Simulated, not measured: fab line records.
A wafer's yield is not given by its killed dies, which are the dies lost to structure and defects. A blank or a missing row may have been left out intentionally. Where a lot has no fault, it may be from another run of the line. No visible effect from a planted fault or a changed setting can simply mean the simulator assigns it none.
fab line records	flow gf180mcu
[record] lots = 6	wafers = 18	last-day = 34
route steps=602 shown V2@398 M3@409
lots with no fault: from the same line, run without faults
start-h: hours from the record's opening day to when the first of the lot's shown wafers began	wait-h: hours from the lot's prior step to this one	" as in the row above	L1.1+2: one row covering several wafers at once	- no value, or no start given	* or withheld: withheld	< > ~ a bound
route shown NAME@n: a module of which the file shows steps, and the number in the route of the first	usual: average and standard deviation across the fault-free wafers	same: alike in all rows	chamber/n: place in a boat	sites: the reading at each site	_std_site: how widely they spread, as a standard deviation	_edge_site: mean of outer sites minus mean of inner sites	radius-mm: for every site, how far away it sits from the centre of the wafer	mask NAME#n: copy n	behind: the tool/chamber that last shaped the wafer	hold: why the lot went on hold/how many hours it stayed there/how the hold came to an end	device: which transistor (n, p or np) failed to switch	end of line: the route-end tests of the same wafers	a step given without rows: its recipe and nothing more	killed: count of dies lost to structure and defects at first sort (not the wafer's yield)	map: shows each die of a wafer: x if killed, . if not, _ if none is there
set.NAME: setting as actually run; set.NAME@STEP: the setting as run at that earlier step	model.NAME: the simulator's own value behind a step, which no gauge read
lots seen at some steps along the route; tables by step, rows by wafer
services: from which hour (start-h, from the record's first day; less than 0 if before it) a tool's chamber was out of use, for how many hours, and why
[[steps]]
[step GF_V2_ETCH_16]
[recipe] chemistry = N2/H2	target-depth-a = withheld	overetch-a = withheld	time-s = withheld	target = BARC	ion-energy-ev = 200	source-w = 500	bias-w = 100	pressure-mtorr = 30	n2-flow-sccm = 100	h2-flow-sccm = 200
[step GF_V2_ETCH_17]
[recipe] chemistry = C4F8/O2/Ar	mask-material = KrF	target = SiO2	stop-on = TiN	source-w = 1500	bias-w = 1200	pressure-mtorr = 40	c4f8-flow-sccm = withheld	O2_flow_sccm = 6	Ar_flow_sccm = 300	time-s = withheld	target-depth-a = 6300
[usual] oes-product-au = 0.856/0.0048
lot.wafer	tool	chamber	start-h	wait-h	oes-product-au
L847.3	rie-diel-04	1	-	-	0.864
L847.4	"	2	"	"	0.849
L847.6	"	1	"	"	0.863
L860.4	rie-diel-03	3	-	-	0.855
L860.5	"	0	"	"	0.854
L860.6	"	2	"	"	0.854
L861.3	rie-diel-04	2	-	-	0.863
L861.4	"	0	"	"	0.861
L861.5	"	2	"	"	0.856
L864.2	rie-diel-03	1	-	-	0.855
L864.4	"	3	"	"	0.863
L864.5	"	3	"	"	0.847
L867.2	rie-diel-02	2	-	-	0.856
L867.4	"	3	"	"	0.852
L867.5	"	2	"	"	0.869
L868.3	rie-diel-03	0	-	-	0.854
L868.4	"	0	"	"	0.855
L868.6	"	1	"	"	0.854
[step GF_V2_STRIP_18]
[recipe] chemistry = O2/N2	power-w = 1400	pressure-mtorr = 1500	platen-temp-c = 250	o2-flow-sccm = 3000	n2-flow-sccm = 300	overash-fraction = 0.5
[step GF_V2_STRIP_19]
[recipe] chemistry = post-etch-residue-remover	time-s = 1200	temp-c = 72.5
[step GF_V2_CLEAN_20]
[recipe] chemistry = DIW	dry = n2-spin
[step GF_V2_SPUTTER_21]
[recipe] material = Ti	target-thk-nm = 15	chamber-pressure-pa = 5	power-w = 2500	substrate-temp-c = 200	time-s = 80.02
[step GF_V2_SPUTTER_22]
[recipe] material = TiN	target-thk-nm = 10	chamber-pressure-pa = 5	power-w = 4000	time-s = 40
[step GF_V2_CVD_23]
[recipe] material = W	target-thk-nm = 350	time-s = 104.94	temp-c = 400	pressure-torr = 40
[usual] chamber-pressure-Torr = 40.00/0.091	heater-power-w = 890/120	susceptor-temp-C = 400.03/0.2
lot.wafer	tool	chamber	start-h	wait-h	chamber-pressure-Torr	heater-power-w	susceptor-temp-C
L847.3	cvd-w-01	1	479.03	0.1	40.10	773	399.95
L847.4	"	0	"	"	40.03	841	400.05
L847.6	"	1	"	"	40.07	754	399.70
L860.4	cvd-w-02	0	588.19	0.1	39.94	993	399.62
L860.5	"	1	"	"	40.05	1064	400.15
L860.6	"	0	"	"	39.94	979	399.92
L861.3	cvd-w-01	1	593.07	0.1	40.01	792	399.93
L861.4	"	0	"	"	40.16	834	399.90
L861.5	"	1	"	"	39.82	761	399.98
L864.2	cvd-w-02	1	616.08	0.0	40.05	1118	399.78
L864.4	"	1	"	"	40.02	1094	400.01
L864.5	"	0	"	"	40.17	965	399.99
L867.2	cvd-w-01	0	637.09	0.1	40.02	843	400.15
L867.4	"	0	"	"	39.95	827	400.31
L867.5	"	0	"	"	40.11	832	399.83
L868.3	cvd-w-01	0	655.79	0.1	39.82	847	400.33
L868.4	"	1	"	"	40.06	775	400.27
L868.6	"	1	"	"	39.95	779	400.24
[step GF_V2_RS_MEAS_24]
[recipe] thk-meas-gauge = four-point-probe	reads = W_of_V2_CVD_23+TiN_of_V2_SPUTTER_22+Ti_of_V2_SPUTTER_21
[usual] V2_W_RS = 0.3288/0.0028
lot.wafer	tool	chamber	start-h	wait-h	V2_W_RS[ohm/sq]
L847.3	film-metro-01	-	479.14	0.1	0.3251
L847.4	"	-	"	"	0.3252
L847.6	"	-	"	"	0.3231
L860.4	film-metro-04	-	588.32	0.1	0.3265
L860.5	"	-	"	"	0.3280
L860.6	"	-	"	"	0.3234
L861.3	film-metro-01	-	593.18	0.1	0.3327
L861.4	"	-	"	"	0.3295
L861.5	"	-	"	"	0.3344
L864.2	film-metro-03	-	616.21	0.1	0.3268
L864.4	"	-	"	"	0.3270
L864.5	"	-	"	"	0.3268
L867.2	film-metro-03	-	637.29	0.2	0.3333
L867.4	"	-	"	"	0.3283
L867.5	"	-	"	"	0.3298
L868.3	film-metro-03	-	655.90	0.1	0.3261
L868.4	"	-	"	"	0.3270
L868.6	"	-	"	"	0.3320
[step GF_V2_THK_MEAS_25]
[recipe] thk-meas-gauge = xrf	reads = W_of_V2_CVD_23
[usual] V2_W_THK = 351/4.7
lot.wafer	tool	chamber	start-h	wait-h	V2_W_THK[nm]
L847.3	film-metro-01	-	479.24	0.1	359
L847.4	"	-	"	"	357
L847.6	"	-	"	"	360
L860.4	film-metro-04	-	588.41	0.1	347
L860.5	"	-	"	"	347
L860.6	"	-	"	"	354
L861.3	film-metro-01	-	593.28	0.1	348
L861.4	"	-	"	"	353
L861.5	"	-	"	"	348
L864.2	film-metro-03	-	616.32	0.1	357
L864.4	"	-	"	"	357
L864.5	"	-	"	"	357
L867.2	film-metro-03	-	637.40	0.1	347
L867.4	"	-	"	"	350
L867.5	"	-	"	"	348
L868.3	film-metro-03	-	656.00	0.1	358
L868.4	"	-	"	"	355
L868.6	"	-	"	"	351
[step GF_V2_CMP_26]
[recipe] stop-on = SiO2	down-force-psi = 3.5	platen-rpm = 60	t-overpolish-s = 15	target-thk-nm = 0	pad-velocity-m-s = 0.94248
[step GF_M3_SPUTTER_00]
[recipe] material = Ti	target-thk-nm = 37.5	arriving-ion-energy-ev = 80	substrate-temp-c = 200	chamber-pressure-pa = 2	power-w = 4000	time-s = 150
[step GF_M3_SPUTTER_01]
[recipe] material = TiN	target-thk-nm = 30	power-w = 6500	time-s = 25	chamber-pressure-pa = 0.4
[usual] cathode-dc-power-W = 6500.0/1.1	chamber-pressure-pa = 0.4000/0.00085	throttle-valve-pct = 30.2/1.1
lot.wafer	tool	chamber	start-h	wait-h	cathode-dc-power-W	chamber-pressure-pa	throttle-valve-pct
L847.3	pvd-sputter-04	-	479.68	0.1	6499.1	0.3987	32.1
L847.4	"	-	"	"	6500.9	0.3997	29.4
L847.6	"	-	"	"	6499.9	0.3993	27.8
L860.4	pvd-sputter-01	-	588.84	0.1	-	-	-
L860.5	"	-	"	"	-	-	-
L860.6	"	-	"	"	-	-	-
L861.3	pvd-sputter-01	-	593.72	0.1	-	-	-
L861.4	"	-	"	"	-	-	-
L861.5	"	-	"	"	-	-	-
L864.2	pvd-sputter-01	-	616.77	0.1	6499.6	0.4001	30.5
L864.4	"	-	"	"	6498.5	0.3994	30.2
L864.5	"	-	"	"	6499.7	0.4011	30.3
L867.2	pvd-sputter-04	-	637.85	0.1	6500.9	0.4008	32.2
L867.4	"	-	"	"	6500.7	0.3992	29.3
L867.5	"	-	"	"	6502.4	0.3992	27.6
L868.3	pvd-sputter-03	-	656.44	0.1	6499.8	0.3993	30.8
L868.4	"	-	"	"	6501.5	0.4005	30.4
L868.6	"	-	"	"	6502.2	0.3991	29.5
[step GF_M3_SPUTTER_02]
[recipe] material = AlCu	target-thk-nm = 450	power-w = 10600	time-s = 23.9	chamber-pressure-pa = 0.4
[step GF_M3_SPUTTER_03]
[recipe] material = Ti	target-thk-nm = 10	substrate-temp-c = 300	chamber-pressure-pa = 0.3	power-w = 3000	time-s = 6.7
[usual] cathode-dc-power-W = 2999.9/0.57	chamber-pressure-pa = 0.3001/0.00051	throttle-valve-pct = 30.2/1.1
lot.wafer	tool	chamber	start-h	wait-h	cathode-dc-power-W	chamber-pressure-pa	throttle-valve-pct
L847.3	pvd-sputter-04	-	479.75	0.0	3000.0	0.3010	32.1
L847.4	"	-	"	"	2999.7	0.2991	29.7
L847.6	"	-	"	"	3000.6	0.2998	28.2
L860.4	pvd-sputter-01	-	588.90	0.0	3000.3	0.2997	30.5
L860.5	"	-	"	"	2999.3	0.3002	30.7
L860.6	"	-	"	"	3000.2	0.3001	30.5
L861.3	pvd-sputter-01	-	593.78	0.0	2999.5	0.2992	30.2
L861.4	"	-	"	"	2999.8	0.3005	30.4
L861.5	"	-	"	"	2999.8	0.2996	30.3
L864.2	pvd-sputter-01	-	616.83	0.0	3000.3	0.3000	30.7
L864.4	"	-	"	"	2999.9	0.3004	30.0
L864.5	"	-	"	"	2999.7	0.2999	30.0
L867.2	pvd-sputter-04	-	637.91	0.0	3001.3	0.2999	32.0
L867.4	"	-	"	"	3000.2	0.2997	29.3
L867.5	"	-	"	"	3001.0	0.3005	27.7
L868.3	pvd-sputter-03	-	656.50	0.0	3000.4	0.2995	30.8
L868.4	"	-	"	"	2999.9	0.2999	30.0
L868.6	"	-	"	"	2999.7	0.3003	29.7
[step GF_M3_SPUTTER_04]
[recipe] material = TiN	target-thk-nm = 50	power-w = 6500	time-s = 41.7	chamber-pressure-pa = 0.4
[usual] cathode-dc-power-W = 6500.0/1.2	chamber-pressure-pa = 0.4000/0.00074	throttle-valve-pct = 30.2/1
lot.wafer	tool	chamber	start-h	wait-h	cathode-dc-power-W	chamber-pressure-pa	throttle-valve-pct
L847.3	pvd-sputter-04	-	479.77	0.0	6499.5	0.4006	32.1
L847.4	"	-	"	"	6501.3	0.3993	29.4
L847.6	"	-	"	"	6500.6	0.4007	27.9
L860.4	pvd-sputter-01	-	588.92	0.0	6500.9	0.4011	30.5
L860.5	"	-	"	"	6500.2	0.4003	30.9
L860.6	"	-	"	"	6500.8	0.4009	30.3
L861.3	pvd-sputter-01	-	593.80	0.0	6498.4	0.3988	30.1
L861.4	"	-	"	"	6500.9	0.3992	30.5
L861.5	"	-	"	"	6496.8	0.4010	30.0
L864.2	pvd-sputter-01	-	616.85	0.0	6499.0	0.3996	30.2
L864.4	"	-	"	"	6502.8	0.4004	30.2
L864.5	"	-	"	"	6500.5	0.3994	30.1
L867.2	pvd-sputter-04	-	637.93	0.0	6498.6	0.4005	31.9
L867.4	"	-	"	"	6498.8	0.3993	29.5
L867.5	"	-	"	"	6498.7	0.3996	27.9
L868.3	pvd-sputter-03	-	656.52	0.0	6500.1	0.4002	30.9
L868.4	"	-	"	"	6501.7	0.4011	29.9
L868.6	"	-	"	"	6500.6	0.4010	29.7
[step GF_M3_DEHYDRATE_07]
[recipe] temp-c = 200	time-s = 60
[step GF_M3_HMDS_08]
[recipe] prime-time-s = 60	prime-temp-c = 120
[step GF_M3_COAT_09]
[recipe] resist = KrF	spin-rpm = withheld	resist-thk-nm = 1000
[step GF_M3_SOFTBAKE_10]
[recipe] temp-c = 130	time-s = 60	resist = KrF
[step GF_M3_EXPOSE_11]
[recipe] mask-id = Metal3	target-cd-nm = 280	na = 0.68	source-shape = conventional	sigma-outer = 0.6	dose-mj = 28
[step GF_M3_PEB_12]
[recipe] peb-temp-c = 135	peb-time-s = 90	resist = KrF
[step GF_M3_DEVELOP_13]
[recipe] develop-time-s = 60	dev-temp-c = 21
[step GF_M3_CD_MEAS_14]
[recipe] target-cd-nm = 280
[usual] cd-nm = 280.5/1.4
lot.wafer	tool	chamber	start-h	wait-h	cd-nm
L847.3	cd-sem-01	-	503.66	0.1	279.5
L847.4	"	-	"	"	277.4
L847.6	"	-	"	"	277.2
L860.4	cd-sem-02	-	610.43	0.1	279.1
L860.5	"	-	"	"	279.8
L860.6	"	-	"	"	279.2
L861.3	cd-sem-02	-	614.91	0.1	280.4
L861.4	"	-	"	"	281.6
L861.5	"	-	"	"	281.7
L864.2	cd-sem-02	-	637.59	0.1	280.5
L864.4	"	-	"	"	281.7
L864.5	"	-	"	"	280.8
L867.2	cd-sem-02	-	657.44	0.1	281.6
L867.4	"	-	"	"	281.5
L867.5	"	-	"	"	280.8
L868.3	cd-sem-02	-	676.01	0.1	281.9
L868.4	"	-	"	"	280.2
L868.6	"	-	"	"	280.2
[step GF_M3_OVL_MEAS_15]
[usual] M3_OVL = 1/5.9
lot.wafer	tool	chamber	start-h	wait-h	M3_OVL[nm]
L847.3	overlay-01	-	503.75	0.1	3
L847.4	"	-	"	"	-5
L847.6	"	-	"	"	2
L860.4	overlay-01	-	610.51	0.1	-5
L860.5	"	-	"	"	2
L860.6	"	-	"	"	1
L861.3	overlay-01	-	615.01	0.1	-4
L861.4	"	-	"	"	-1
L861.5	"	-	"	"	-2
L864.2	overlay-01	-	637.69	0.1	2
L864.4	"	-	"	"	-4
L864.5	"	-	"	"	0
L867.2	overlay-01	-	657.55	0.1	8
L867.4	"	-	"	"	4
L867.5	"	-	"	"	-5
L868.3	overlay-01	-	676.10	0.1	6
L868.4	"	-	"	"	11
L868.6	"	-	"	"	11
[step GF_M3_METAL_ETCH_16]
[recipe] chemistry = Cl2/BCl3	mask-material = KrF	target-depth-nm = 627.5	stop-on = SiO2	pressure-mtorr = 8	icp-w = 800	bias-w = 140	Cl2_flow_sccm = 80	bcl3-flow-sccm = 40	time-s = 104.6
[usual] drypump-motor-current-A = 5.7/0.48	oes-product-au = 0.971/0.006	throttle-valve-pct = 28.250/0.01
lot.wafer	tool	chamber	start-h	wait-h	drypump-motor-current-A	oes-product-au	rf-hours-counter-h	throttle-valve-pct
L847.3	rie-metal-03	0	503.81	0.1	5.0	0.976	-	28.245
L847.4	"	1	"	"	5.5	0.975	-	28.256
L847.6	"	1	"	"	5.5	0.972	-	28.251
L860.4	rie-metal-04	0	610.56	0.0	6.2	0.950	-	28.272
L860.5	"	0	"	"	6.2	0.949	-	28.275
L860.6	"	1	"	"	5.8	0.946	-	28.270
L861.3	rie-metal-04	0	615.07	0.1	6.2	0.938	-	28.275
L861.4	"	1	"	"	5.8	0.946	-	28.274
L861.5	"	1	"	"	5.8	0.941	-	28.283
L864.2	rie-metal-03	0	637.72	0.0	5.0	0.977	11	28.256
L864.4	"	1	"	"	5.5	0.973	-	28.241
L864.5	"	0	"	"	5.0	0.966	-	28.233
L867.2	rie-metal-04	1	657.58	0.0	5.8	0.961	4	28.245
L867.4	"	0	"	"	6.2	0.961	-	28.239
L867.5	"	1	"	"	5.8	0.974	-	28.237
L868.3	rie-metal-03	1	676.17	0.1	5.5	0.972	-	28.247
L868.4	"	0	"	"	5.0	0.976	-	28.263
L868.6	"	0	"	"	5.0	0.964	-	28.242
[step GF_M3_STRIP_17]
[recipe] chemistry = O2/N2	power-w = 1400	pressure-mtorr = 1500	platen-temp-c = 250	o2-flow-sccm = 3000	n2-flow-sccm = 300	overash-fraction = 0.5
[usual] drypump-motor-current-A = 5.6/0.39	heater-power-w = 329/33	oes-product-au = 0.557/0.005	strip-time-to-endpoint-s = 7.86/0.034
[same] overash-fraction = 0.5
lot.wafer	tool	chamber	start-h	wait-h	drypump-motor-current-A	heater-power-w	oes-product-au	rf-hours-counter-h	strip-time-to-endpoint-s
L847.3	plasma-asher-03	0	503.92	0.1	4.8	335	0.552	-	7.85
L847.4	"	1	"	"	5.8	331	0.551	-	7.83
L847.6	"	0	"	"	4.8	328	0.557	-	7.88
L860.4	plasma-asher-04	1	610.67	0.1	6.0	380	0.566	-	7.79
L860.5	"	0	"	"	5.9	290	0.556	-	7.82
L860.6	"	1	"	"	6.0	379	0.557	-	7.82
L861.3	plasma-asher-04	0	615.17	0.1	5.9	291	0.561	-	7.84
L861.4	"	1	"	"	6.0	377	0.552	-	7.86
L861.5	"	0	"	"	5.9	289	0.550	-	7.81
L864.2	plasma-asher-03	1	637.84	0.1	5.7	332	0.557	105	7.87
L864.4	"	1	"	"	5.8	344	0.560	-	7.86
L864.5	"	1	"	"	5.8	332	0.551	-	7.87
L867.2	plasma-asher-03	1	657.69	0.1	5.8	327	0.555	107	7.85
L867.4	"	0	"	"	4.8	335	0.562	-	7.88
L867.5	"	0	"	"	4.8	329	0.565	-	7.87
L868.3	plasma-asher-04	0	676.27	0.1	5.9	284	0.560	-	7.81
L868.4	"	1	"	"	6.0	381	0.555	-	7.86
L868.6	"	1	"	"	6.0	379	0.558	-	7.89
[[services]]
tool	chamber	start-h	hours	kind
rie-diel-02	-	454.93	0.7	repair
pvd-sputter-03	-	455.78	3.9	repair
plasma-asher-03	-	461.27	3.1	repair
plasma-asher-03	-	490.37	1.7	repair
rie-metal-04	-	490.99	10.0	pm
pvd-sputter-03	-	494.54	2.9	repair
rie-metal-04	-	503.55	0.1	repair
plasma-asher-03	-	505.22	4.9	repair
plasma-asher-03	-	507.62	1.7	repair
rie-diel-03	0	514.56	21.5	repair
rie-diel-04	-	531.99	0.4	repair
pvd-sputter-03	-	534.30	2.5	repair
cvd-w-01	1	544.71	4.8	repair
pvd-sputter-01	-	547.60	4.8	repair
rie-diel-04	3	548.77	1.6	repair
cvd-w-02	-	562.43	1.5	repair
rie-diel-04	1	574.37	8.4	repair
plasma-asher-04	-	579.89	2.6	repair
cvd-w-02	-	602.81	0.3	repair
plasma-asher-03	-	608.35	2.8	pm
cvd-w-01	1	631.26	10.3	repair
rie-diel-03	2	631.65	68.9	repair
cvd-w-02	1	639.48	8.6	repair
pvd-sputter-04	-	655.33	0.7	repair
[[key]]
[first-sign] step = GF_M3_SPUTTER_01	reading = tool-record	direction = missing
[effect] step = GF_M3_METAL_ETCH_16	reading = oes-product-au	direction = down	sigmas = 4.4	usual = 0.971	struck = 0.945
met-at GF_M3_SPUTTER_01
struck-wafers L860.4,L860.5,L860.6,L861.3,L861.4,L861.5
later-rows-left-out L860.4,L860.5,L860.6,L861.3,L861.4,L861.5
sort-left-out L860.4,L860.5,L860.6,L861.3,L861.4,L861.5
[fault] kind = skipped-step-whole	tool = pvd-sputter-01	chamber = -	onset-h = 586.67	steps = GF_M3_SPUTTER_01	scope = struck-lots-only
// sort-left-out: the simulated sort isn't trusted on such a fault, so these wafers' sort isn't shown, and their yield isn't known
// later-rows-left-out: the simulator's readings of these wafers behind a module that went badly wrong aren't trusted and aren't shown, but for the sort
